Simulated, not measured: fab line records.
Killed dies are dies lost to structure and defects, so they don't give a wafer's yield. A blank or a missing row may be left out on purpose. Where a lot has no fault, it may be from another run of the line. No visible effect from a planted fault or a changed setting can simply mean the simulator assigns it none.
fab line records ; flow sky130
[record] lots = 12; wafers = 36; last_day = 50
route steps=708 shown FIELD_ISO@26 NWELL@78 VT_ADJUST_LVTN@105 VT_ADJUST_HVTR@139
lots untouched by any fault: they come from a run of this same line in which no faults occurred
start_h: the number of hours between the record's first day and the start of the first shown wafer of the lot ; wait_h: hours since the lot's step before ; " repeats the value in the row above ; L1.1+2: one row covering several wafers at once ; - no value, or no start given ; * or withheld: withheld ; < > ~ a bound
route shown NAME@n: NAME is a module with steps in the file, n the number in the route of the first one ; usual: the fault-free wafers' mean and standard deviation ; same: alike in all rows ; chamber/n: place in a boat ; sites: per-site readings ; _std_site: the values' standard deviation ; _edge_site: inner sites' mean taken away from outer sites' mean ; radius_mm: for every site, how far away it sits from the centre of the wafer ; mask NAME#n: copy n ; behind: the tool/chamber that last shaped the wafer ; hold: what put the lot on hold/how long, in hours/how the hold closed ; device: transistor that didn't switch, given as n, p or np ; end of line: at the end of the route, the tests of the same wafers ; a step given without rows: its recipe and nothing more ; killed: at the first sort, the dies lost to defects and structure; wafer yield is something else ; map: dies across one wafer; x = killed, . = not, _ = none there
set.NAME: the setting as run; set.NAME@STEP: as run at that earlier step ; model.NAME: the simulator's own value behind a step, which no gauge read
one table for each step of the route and one row for each wafer, over a sample of lots
services: the hour from which a tool's chamber was out of use, counted from the record's first day as start_h (under 0 if before that day), plus the number of hours and why
[[steps]]
[step SKY_FIELD_ISO_THK_MEAS_25]
[recipe] reads = SiO2_of_FIELD_ISO_CVD_24
[usual] FIELD_ISO_CVD_24_THK = 594/5.7
lot.wafer;tool;chamber;start_h;wait_h;FIELD_ISO_CVD_24_THK[nm]
L300.1;film_metro-01;-;31.06;0.0;596
L300.5;film_metro-01;-;31.06;0.0;597
L300.6;film_metro-01;-;31.06;0.0;597
L301.4;film_metro-01;-;40.08;0.0;593
L301.5;film_metro-01;-;40.08;0.0;591
L301.6;film_metro-01;-;40.08;0.0;589
L303.3;film_metro-03;-;46.10;0.1;595
L303.5;film_metro-03;-;46.10;0.1;599
L303.6;film_metro-03;-;46.10;0.1;602
L304.3;film_metro-01;-;52.96;0.1;594
L304.4;film_metro-01;-;52.96;0.1;580
L304.5;film_metro-01;-;52.96;0.1;589
L306.1;film_metro-01;-;61.80;0.0;590
L306.3;film_metro-01;-;61.80;0.0;600
L306.5;film_metro-01;-;61.80;0.0;599
L307.4;film_metro-01;-;67.97;0.0;596
L307.5;film_metro-01;-;67.97;0.0;598
L307.6;film_metro-01;-;67.97;0.0;592
L311.1;film_metro-03;-;87.93;0.0;601
L311.5;film_metro-03;-;87.93;0.0;593
L311.6;film_metro-03;-;87.93;0.0;601
L312.1;film_metro-01;-;97.21;0.0;592
L312.3;film_metro-01;-;97.21;0.0;592
L312.4;film_metro-01;-;97.21;0.0;591
L317.1;film_metro-03;-;129.43;0.0;597
L317.3;film_metro-03;-;129.43;0.0;596
L317.5;film_metro-03;-;129.43;0.0;601
L319.1;film_metro-03;-;132.16;0.1;589
L319.3;film_metro-03;-;132.16;0.1;596
L319.5;film_metro-03;-;132.16;0.1;589
L320.3;film_metro-03;-;140.27;0.1;600
L320.5;film_metro-03;-;140.27;0.1;595
L320.6;film_metro-03;-;140.27;0.1;600
L323.1;film_metro-03;-;152.23;0.0;596
L323.4;film_metro-03;-;152.23;0.0;600
L323.5;film_metro-03;-;152.23;0.0;598
[step SKY_NWELL_STRIP_25]
[recipe] chemistry = O2/N2; power_w = 1400; pressure_mtorr = 1500; platen_temp_c = withheld; o2_flow_sccm = 3000; n2_flow_sccm = 300; overash_fraction = 0.5
[usual] drypump_motor_current_A = 5.7/0.52; oes_product_au = 0.722/0.0048; strip_time_to_endpoint_s = 36.93/0.11
lot.wafer;tool;chamber;start_h;wait_h;drypump_motor_current_A;oes_product_au;rf_hours_counter_h;strip_time_to_endpoint_s
L300.1;plasma_asher-04;0;105.71;0.1;6.0;0.724;42;36.97
L300.5;plasma_asher-04;1;105.71;0.1;5.3;0.730;-;36.96
L300.6;plasma_asher-04;0;105.71;0.1;6.0;0.721;-;36.98
L301.4;plasma_asher-04;1;111.86;0.1;5.4;0.720;-;36.78
L301.5;plasma_asher-04;1;111.86;0.1;5.4;0.720;-;36.75
L301.6;plasma_asher-04;0;111.86;0.1;6.0;0.729;-;36.68
L303.3;plasma_asher-04;0;120.19;0.1;6.0;0.721;-;37.05
L303.5;plasma_asher-04;0;120.19;0.1;6.0;0.725;-;36.94
L303.6;plasma_asher-04;1;120.19;0.1;5.4;0.724;-;36.97
L304.3;plasma_asher-04;0;128.49;0.1;6.0;0.714;-;37.01
L304.4;plasma_asher-04;1;128.49;0.1;5.4;0.721;-;37.06
L304.5;plasma_asher-04;0;128.49;0.1;6.0;0.728;-;37.04
L306.1;plasma_asher-01;0;137.07;0.1;6.3;0.722;46;36.92
L306.3;plasma_asher-01;0;137.07;0.1;6.3;0.720;-;36.95
L306.5;plasma_asher-01;1;137.07;0.1;4.8;0.721;-;36.94
L307.4;plasma_asher-03;1;144.98;0.1;5.3;0.728;-;36.90
L307.5;plasma_asher-03;0;144.98;0.1;6.2;0.719;-;36.78
L307.6;plasma_asher-03;1;144.98;0.1;5.4;0.719;-;36.76
L311.1;plasma_asher-04;1;169.07;0.1;5.4;0.724;48;36.70
L311.5;plasma_asher-04;0;169.07;0.1;6.0;0.719;-;36.75
L311.6;plasma_asher-04;1;169.07;0.1;5.4;0.728;-;36.68
L312.1;plasma_asher-01;0;180.96;0.1;6.3;0.721;50;36.94
L312.3;plasma_asher-01;0;180.96;0.1;6.3;0.725;-;36.97
L312.4;plasma_asher-01;1;180.96;0.1;4.8;0.721;-;37.04
L317.1;plasma_asher-04;1;218.86;0.1;5.4;0.711;53;36.85
L317.3;plasma_asher-04;0;218.86;0.1;6.0;0.722;-;36.85
L317.5;plasma_asher-04;0;218.86;0.1;6.0;0.712;-;36.89
L319.1;plasma_asher-04;1;221.42;0.1;5.4;0.728;53;37.06
L319.3;plasma_asher-04;0;221.42;0.1;6.0;0.717;-;36.96
L319.5;plasma_asher-04;1;221.42;0.1;5.4;0.722;-;37.01
L320.3;plasma_asher-01;1;230.51;0.1;4.8;0.718;-;36.97
L320.5;plasma_asher-01;1;230.51;0.1;4.8;0.731;-;36.93
L320.6;plasma_asher-01;0;230.51;0.1;6.3;0.727;-;36.92
L323.1;plasma_asher-03;0;244.50;0.1;6.2;0.722;13;37.00
L323.4;plasma_asher-03;1;244.50;0.1;5.3;0.724;-;37.04
L323.5;plasma_asher-03;0;244.50;0.1;6.2;0.725;-;36.94
[step SKY_VT_ADJUST_LVTN_IMPLANT_08]
[recipe] species = B; energy_kev = 30; dose_cm2 = 1.57e+12; tilt_deg = withheld
[usual] beam_energy_keV = 30.000/0.008; dose_ions_cm2 = 1.5698e+12/1.6e+09; faraday_current_uA = 8.84/0.18
[same] implant_ion_amu = 11
lot.wafer;tool;chamber;start_h;wait_h;beam_energy_keV;dose_ions_cm2;faraday_current_uA
L300.1;implanter-04;0;142.71;0.0;30.001;1.5704e+12;8.79
L300.5;implanter-04;0;142.71;0.0;29.994;1.5698e+12;8.69
L300.6;implanter-04;0;142.71;0.0;30.006;1.5707e+12;8.91
L301.4;implanter-03;0;149.35;0.1;30.009;1.568e+12;8.77
L301.5;implanter-03;0;149.35;0.1;29.987;1.5711e+12;8.79
L301.6;implanter-03;0;149.35;0.1;29.996;1.5712e+12;8.75
L303.3;implanter-04;0;158.96;0.1;30.002;1.5718e+12;8.80
L303.5;implanter-04;0;158.96;0.1;29.993;1.5701e+12;8.90
L303.6;implanter-04;0;158.96;0.1;29.988;1.5691e+12;8.92
L304.3;implanter-03;0;168.01;0.1;29.987;1.5688e+12;8.75
L304.4;implanter-03;0;168.01;0.1;29.995;1.5712e+12;8.80
L304.5;implanter-03;0;168.01;0.1;30.006;1.5687e+12;8.90
L306.1;implanter-03;0;177.33;0.0;29.995;1.9708e+12;11.01
L306.3;implanter-03;0;177.33;0.0;29.999;1.9742e+12;11.19
L306.5;implanter-03;0;177.33;0.0;29.993;1.975e+12;11.17
L307.4;implanter-03;0;185.70;0.1;29.992;1.9699e+12;11.16
L307.5;implanter-03;0;185.70;0.1;29.994;1.9727e+12;10.99
L307.6;implanter-03;0;185.70;0.1;30.009;1.9717e+12;11.09
L311.1;implanter-03;0;210.53;0.0;29.993;1.9742e+12;11.37
L311.5;implanter-03;0;210.53;0.0;29.999;1.972e+12;11.20
L311.6;implanter-03;0;210.53;0.0;29.997;1.9727e+12;11.22
L312.1;implanter-04;0;222.86;0.0;30.005;1.568e+12;9.23
L312.3;implanter-04;0;222.86;0.0;30.006;1.5709e+12;8.41
L312.4;implanter-04;0;222.86;0.0;30.014;1.5687e+12;8.93
L317.1;implanter-03;0;266.78;0.2;29.989;1.5688e+12;8.75
L317.3;implanter-03;0;266.78;0.2;29.992;1.5701e+12;8.93
L317.5;implanter-03;0;266.78;0.2;29.992;1.5725e+12;9.08
L319.1;implanter-01;0;270.31;0.0;29.993;1.5704e+12;8.95
L319.3;implanter-01;0;270.31;0.0;29.997;1.5709e+12;9.25
L319.5;implanter-01;0;270.31;0.0;29.997;1.5697e+12;8.89
L320.3;implanter-03;0;280.07;0.1;29.999;1.5709e+12;8.97
L320.5;implanter-03;0;280.07;0.1;29.995;1.5715e+12;8.70
L320.6;implanter-03;0;280.07;0.1;29.994;1.5712e+12;8.87
L323.1;implanter-03;0;293.48;0.0;30.001;1.5695e+12;9.06
L323.4;implanter-03;0;293.48;0.0;30.004;1.572e+12;8.91
L323.5;implanter-03;0;293.48;0.0;30.005;1.5738e+12;8.97
[step SKY_VT_ADJUST_LVTN_TW_MEAS_10]
[usual] VT_ADJUST_LVTN_TW = 240.3/2
lot.wafer;tool;chamber;start_h;wait_h;hold;VT_ADJUST_LVTN_TW
L300.1;film_metro-02;-;142.96;0.1;-;240.8
L300.5;film_metro-02;-;142.96;0.1;-;241.5
L300.6;film_metro-02;-;142.96;0.1;-;241.1
L301.4;film_metro-02;-;149.56;0.1;-;241.2
L301.5;film_metro-02;-;149.56;0.1;-;242.3
L301.6;film_metro-02;-;149.56;0.1;-;241.6
L303.3;film_metro-03;-;159.18;0.1;-;237.9
L303.5;film_metro-03;-;159.18;0.1;-;239.2
L303.6;film_metro-03;-;159.18;0.1;-;237.6
L304.3;film_metro-03;-;168.23;0.1;-;239.0
L304.4;film_metro-03;-;168.23;0.1;-;238.7
L304.5;film_metro-03;-;168.23;0.1;-;238.0
L306.1;film_metro-02;-;177.58;0.1;await_dispo/0.2h/release;257.3
L306.3;film_metro-02;-;177.58;0.1;await_dispo/0.2h/release;256.4
L306.5;film_metro-02;-;177.58;0.1;await_dispo/0.2h/release;257.6
L306.1;film_metro-02;-;177.89;0.3;-;256.5
L306.3;film_metro-02;-;177.89;0.3;-;257.9
L306.5;film_metro-02;-;177.89;0.3;-;258.3
L307.4;film_metro-04;-;185.91;0.1;await_dispo/0.2h/release;257.8
L307.5;film_metro-04;-;185.91;0.1;await_dispo/0.2h/release;257.2
L307.6;film_metro-04;-;185.91;0.1;await_dispo/0.2h/release;259.2
L307.4;film_metro-04;-;186.13;0.2;-;258.6
L307.5;film_metro-04;-;186.13;0.2;-;258.5
L307.6;film_metro-04;-;186.13;0.2;-;258.0
L311.1;film_metro-04;-;210.78;0.1;await_dispo/0.2h/release;259.0
L311.5;film_metro-04;-;210.78;0.1;await_dispo/0.2h/release;260.2
L311.6;film_metro-04;-;210.78;0.1;await_dispo/0.2h/release;259.5
L311.1;film_metro-04;-;211.00;0.2;-;258.9
L311.5;film_metro-04;-;211.00;0.2;-;258.6
L311.6;film_metro-04;-;211.00;0.2;-;258.5
L312.1;film_metro-04;-;223.11;0.1;-;241.5
L312.3;film_metro-04;-;223.11;0.1;-;242.8
L312.4;film_metro-04;-;223.11;0.1;-;242.6
L317.1;film_metro-02;-;267.03;0.1;-;238.0
L317.3;film_metro-02;-;267.03;0.1;-;239.3
L317.5;film_metro-02;-;267.03;0.1;-;239.9
L319.1;film_metro-04;-;270.56;0.1;-;243.1
L319.3;film_metro-04;-;270.56;0.1;-;244.3
L319.5;film_metro-04;-;270.56;0.1;-;244.0
L320.3;film_metro-03;-;280.29;0.1;-;237.2
L320.5;film_metro-03;-;280.29;0.1;-;236.2
L320.6;film_metro-03;-;280.29;0.1;-;237.3
L323.1;film_metro-04;-;293.73;0.1;-;242.0
L323.4;film_metro-04;-;293.73;0.1;-;242.3
L323.5;film_metro-04;-;293.73;0.1;-;241.5
[step SKY_VT_ADJUST_HVTR_OVL_MEAS_08]
[usual] VT_ADJUST_HVTR_OVL = 0.2/1.2
lot.wafer;tool;chamber;start_h;wait_h;VT_ADJUST_HVTR_OVL[nm]
L300.1;overlay-02;-;203.38;0.1;-2.4
L300.5;overlay-02;-;203.38;0.1;-0.4
L300.6;overlay-02;-;203.38;0.1;-0.3
L301.4;overlay-01;-;210.65;0.1;0.0
L301.5;overlay-01;-;210.65;0.1;0.1
L301.6;overlay-01;-;210.65;0.1;-0.5
L303.3;overlay-01;-;221.02;0.1;0.0
L303.5;overlay-01;-;221.02;0.1;-0.3
L303.6;overlay-01;-;221.02;0.1;-0.2
L304.3;overlay-01;-;231.59;0.1;-1.5
L304.4;overlay-01;-;231.59;0.1;-0.7
L304.5;overlay-01;-;231.59;0.1;-1.7
L306.1;overlay-01;-;241.96;0.1;-2.0
L306.3;overlay-01;-;241.96;0.1;-0.8
L306.5;overlay-01;-;241.96;0.1;-1.8
L307.4;overlay-01;-;250.81;0.1;1.4
L307.5;overlay-01;-;250.81;0.1;1.7
L307.6;overlay-01;-;250.81;0.1;0.0
L311.1;overlay-01;-;282.51;0.1;0.5
L311.5;overlay-01;-;282.51;0.1;1.1
L311.6;overlay-01;-;282.51;0.1;0.5
L312.1;overlay-02;-;296.46;0.1;0.6
L312.3;overlay-02;-;296.46;0.1;-0.1
L312.4;overlay-02;-;296.46;0.1;0.3
L317.1;overlay-02;-;344.63;0.1;-0.4
L317.3;overlay-02;-;344.63;0.1;1.7
L317.5;overlay-02;-;344.63;0.1;0.4
L319.1;overlay-02;-;348.33;0.1;1.1
L319.3;overlay-02;-;348.33;0.1;0.6
L319.5;overlay-02;-;348.33;0.1;0.5
L320.3;overlay-01;-;358.99;0.1;0.1
L320.5;overlay-01;-;358.99;0.1;-1.6
L320.6;overlay-01;-;358.99;0.1;0.0
L323.1;overlay-01;-;375.58;0.1;1.6
L323.4;overlay-01;-;375.58;0.1;2.4
L323.5;overlay-01;-;375.58;0.1;2.1
[[services]]
tool;chamber;start_h;hours;kind
plasma_asher-01;-;98.46;1.9;repair
plasma_asher-03;-;108.75;9.0;pm
plasma_asher-03;0;108.75;9.0;vent_cycle
plasma_asher-03;1;108.75;9.0;vent_cycle
plasma_asher-03;0;117.75;-;clean
plasma_asher-03;1;117.75;-;clean
plasma_asher-04;-;120.82;2.8;pm
plasma_asher-04;-;143.69;4.9;repair
plasma_asher-03;-;150.50;2.8;pm
implanter-03;-;158.10;3.0;pm
plasma_asher-01;-;161.90;2.8;pm
implanter-03;-;166.50;1.4;repair
plasma_asher-01;-;201.48;10.9;repair
implanter-04;-;209.59;5.9;pm
implanter-03;-;223.73;0.7;repair
plasma_asher-01;-;234.74;1.3;repair
plasma_asher-01;-;246.27;3.2;repair
implanter-01;-;254.66;15.6;repair
implanter-04;-;264.63;2.4;repair
implanter-04;-;270.47;5.1;repair
implanter-01;-;289.10;9.6;repair
[[key]]
[first_sign] step = SKY_VT_ADJUST_LVTN_IMPLANT_08; reading = dose_ions_cm2; direction = up; sigmas = 99+; usual = *; struck = *
[effect] step = SKY_VT_ADJUST_LVTN_IMPLANT_08; reading = faraday_current_uA; direction = up; sigmas = 13; usual = 8.84; struck = 11.16
[effect] step = SKY_VT_ADJUST_LVTN_TW_MEAS_10; reading = visit; direction = added
[effect] step = SKY_VT_ADJUST_LVTN_TW_MEAS_10; reading = VT_ADJUST_LVTN_TW; direction = up; sigmas = 9.2; usual = 240.3; struck = 258.2
met_at SKY_VT_ADJUST_LVTN_IMPLANT_08
struck_lots L306,L307,L311
tester_left_out L306,L307,L311
not_acting_at SKY_FIELD_ISO_THK_MEAS_25,SKY_NWELL_STRIP_25,SKY_VT_ADJUST_HVTR_OVL_MEAS_08
onset_between 168.01 177.33
[fault] kind = process_parameter_drift; tool = implanter-03; chamber = -; onset_h = 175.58; steps = SKY_VT_ADJUST_LVTN_IMPLANT_08; channel = dose_cm2; offset = *; shape = step; end_h = 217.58; acts_in = *; stated = *
// tester_left_out: of these lots the tester's yield and bins aren't shown, on N5 and GAA mostly nor the transistor test; their killed dies are dies lost to structure and defects alone, not to doping, threshold or leakage, so they don't give the yield
